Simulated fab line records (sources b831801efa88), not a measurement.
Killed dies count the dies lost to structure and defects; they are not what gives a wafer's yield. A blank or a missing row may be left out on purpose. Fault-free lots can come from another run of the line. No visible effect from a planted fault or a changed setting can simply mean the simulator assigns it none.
Matching of chambers / flow sky130 / SKY_VIA2_CMP_02 on cmp-02 has 4 sister chambers
The step polishes SiO2. 24 wafers are shown with their chamber, then 12 later ones without.

## WAFERS WITH THEIR CHAMBER
wafer=L074.3; chamber=2; motor_current_A (A)=11.1
wafer=L074.4; chamber=0; motor_current_A (A)=11.6
wafer=L074.5; chamber=0; motor_current_A (A)=10.8
wafer=L075.2; chamber=2; motor_current_A (A)=11.2
wafer=L075.3; chamber=0; motor_current_A (A)=10.8
wafer=L075.5; chamber=3; motor_current_A (A)=12.4
wafer=L076.4; chamber=0; motor_current_A (A)=11.5
wafer=L076.5; chamber=3; motor_current_A (A)=12.4
wafer=L076.6; chamber=0; motor_current_A (A)=11.2
wafer=L080.2; chamber=0; motor_current_A (A)=11.2
wafer=L080.5; chamber=1; motor_current_A (A)=12.3
wafer=L080.6; chamber=0; motor_current_A (A)=11.3
wafer=L081.1; chamber=3; motor_current_A (A)=11.7
wafer=L081.4; chamber=2; motor_current_A (A)=11.5
wafer=L081.6; chamber=1; motor_current_A (A)=12.8
wafer=L084.3; chamber=2; motor_current_A (A)=11.6
wafer=L084.4; chamber=1; motor_current_A (A)=11.8
wafer=L084.6; chamber=1; motor_current_A (A)=11.8
wafer=L085.1; chamber=2; motor_current_A (A)=11.5
wafer=L085.2; chamber=0; motor_current_A (A)=11.4
wafer=L085.3; chamber=1; motor_current_A (A)=11.4
wafer=L086.1; chamber=1; motor_current_A (A)=12.1
wafer=L086.4; chamber=3; motor_current_A (A)=12.3
wafer=L086.5; chamber=0; motor_current_A (A)=11.4

SIGNATURES (means of the wafers above)
reading=motor_current_A; chamber 0=11.244; chamber 1=12.033; chamber 2=11.380; chamber 3=12.200; scatter within a chamber=0.342
Rule: a wafer's distance from a chamber is the root of the sum, over the readings, of the square of ((its reading less the chamber's mean) divided by the reading's scatter). If the next closest chamber is less than 2 further off than the closest, the wafer can't be placed; otherwise it belongs to the closest. How the scatter is found: for the shown wafers, subtract from each reading the mean of its chamber, square and add these, divide the total by (wafers less chambers), then take the root.

## WAFERS WHOSE CHAMBER IS MISSING
wafer=L088.1; motor_current_A (A)=11.7
wafer=L088.3; motor_current_A (A)=11.2
wafer=L088.5; motor_current_A (A)=11.7
wafer=L091.1; motor_current_A (A)=11.9
wafer=L091.3; motor_current_A (A)=11.5
wafer=L091.6; motor_current_A (A)=11.9
wafer=L092.1; motor_current_A (A)=11.3
wafer=L092.5; motor_current_A (A)=11.1
wafer=L092.6; motor_current_A (A)=11.7
wafer=L094.2; motor_current_A (A)=11.8
wafer=L094.5; motor_current_A (A)=11.3
wafer=L094.6; motor_current_A (A)=11.9

## WHICH CHAMBER EACH WENT THROUGH
wafer=L088.1; from the rows above=can't be placed: 2 or 1 or 0 or 3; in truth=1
wafer=L088.3; from the rows above=can't be placed: 0 or 2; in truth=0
wafer=L088.5; from the rows above=can't be placed: 2 or 1 or 0 or 3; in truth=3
wafer=L091.1; from the rows above=can't be placed: 1 or 3 or 2 or 0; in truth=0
wafer=L091.3; from the rows above=can't be placed: 2 or 0 or 1 or 3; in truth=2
wafer=L091.6; from the rows above=can't be placed: 1 or 3 or 2 or 0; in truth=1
wafer=L092.1; from the rows above=can't be placed: 0 or 2 or 1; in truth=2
wafer=L092.5; from the rows above=can't be placed: 0 or 2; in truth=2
wafer=L092.6; from the rows above=can't be placed: 2 or 1 or 0 or 3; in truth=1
wafer=L094.2; from the rows above=can't be placed: 1 or 3 or 2 or 0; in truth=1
wafer=L094.5; from the rows above=can't be placed: 0 or 2 or 1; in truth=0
wafer=L094.6; from the rows above=can't be placed: 1 or 3 or 2 or 0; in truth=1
Correctly placed: 0 of 12. Not placeable from these rows: 12 (in 12, the candidates include the true chamber). Number placed wrongly: 0.
